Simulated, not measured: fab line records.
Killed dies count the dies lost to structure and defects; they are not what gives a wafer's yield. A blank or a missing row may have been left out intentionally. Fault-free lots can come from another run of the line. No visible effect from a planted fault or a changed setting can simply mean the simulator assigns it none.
Problem report in the 8D (eight disciplines) form, filled by code ; flow gf180mcu ; the parts of the form that need people (team, actions taken, sign-off) are left out

1. WHAT WENT WRONG
Wafers without a fault read 279.5 nm, standard deviation 1.2; cd_nm at GF_M3_CD_MEAS_14 reads a mean of 213.9 nm on 3 wafers belonging to 3 lots. Measured from the usual mean, that is -55 standard deviations.
The step: target cd 280 nm.
Earliest sighting: wafer L539.1 on cd_sem-02 at day 25 13:41. At this step, 36 wafers from 13 lots have a number in the record. The rule behind "out" and "out of limits": a value lying over 4 standard deviations away from the usual mean. All remaining wafers that have a number are taken as sound.

2. WHAT THIS IS AND IS NOT
question;is;is not
which readings at this step;cd_nm;-
which lots;L539, L544, L545;L530, L532, L533, L535, L537, L547, L548, L549, L551, L552
which wafers of those lots;L539.1, L544.5, L545.1;L539.2, L544.2, L545.4
read on which gauges;cd_sem-01, cd_sem-02;-
when;from day 25 13:41;"up to then (16 sound wafers); but 17 sound wafers of L544, L545, L547, L548, L549, L551, L552 came after"

3. WHAT RULES OUT EACH SUSPECT
Counting: a tool at a process step up to the reading stays a suspect if it ran every lot that is out. Sound lots after the first of them don't rule it out here, since some wafers of a struck lot are sound.
- the gauge at GF_M3_CD_MEAS_14 is ruled out. Those wafers that are out were read across 2 gauges (cd_sem-01, cd_sem-02).
- krf_scanner-02 at GF_M3_EXPOSE_11 (exposes mask Metal3, target cd 280 nm): kept. It processed each lot that is out (first: L539, day 25 03:25); up to then, its last sound lot is L535 (day 24 02:03).
After counting, what remains is krf_scanner-02 at GF_M3_EXPOSE_11.

4. THE CAUSE (what the simulator had put in)
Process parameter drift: krf_scanner-02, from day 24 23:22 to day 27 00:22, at GF_M3_EXPOSE_11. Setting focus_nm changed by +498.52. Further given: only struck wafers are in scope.
Counting left only this tool.

5. SEQUENCE OF EFFECTS, ordered by route
Each row: a reading whose mean over the struck wafers that have a number lies more than 3 standard deviations from the usual. Only readings whose record carries a usual standard deviation are examined. hours: median over the lots of the time between each lot's start at the first step of this table that gives one and its start at this step. sigmas: the change, counted in usual standard deviations.
hours;step;reading;usual;on struck wafers;change;sigmas
0;GF_M3_CD_MEAS_14;cd_nm;279.5 nm;213.9;-65.6;-55
161;GF_PASSIVATION_PROBE_99;defect_limited_yield;90.2 %;4.0;-86.2;-66
161;GF_PASSIVATION_PROBE_99;killed_at_M0_to_M3;21;444;+423;+98
161;GF_PASSIVATION_PROBE_99;killed_dies;48;473;+425;+65
161;GF_PASSIVATION_PROBE_99;killed_on_rim;9;96;+87;+28
161;GF_PASSIVATION_PROBE_99;sort_bin_5_function;5.8 %;91.6;+85.8;+78
161;GF_PASSIVATION_PROBE_99;sort_n_pass;444;19;-425;-65
161;GF_PASSIVATION_PROBE_99;sort_yield_pct;90.2 %;4.0;-86.2;-66
Here are the process steps it includes:
- GF_PASSIVATION_PROBE_99

6. HOW IT WOULD HAVE BEEN CAUGHT EARLIER
In this record the first reading out of limits at a measuring or inspecting step was taken at day 25 13:41, 14 hours after the fault began at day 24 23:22.
Among the 3 lots that are out, L544, L545 began GF_M3_EXPOSE_11 on krf_scanner-02 after day 25 13:41. A hold on the tool at that time would have spared those 2.
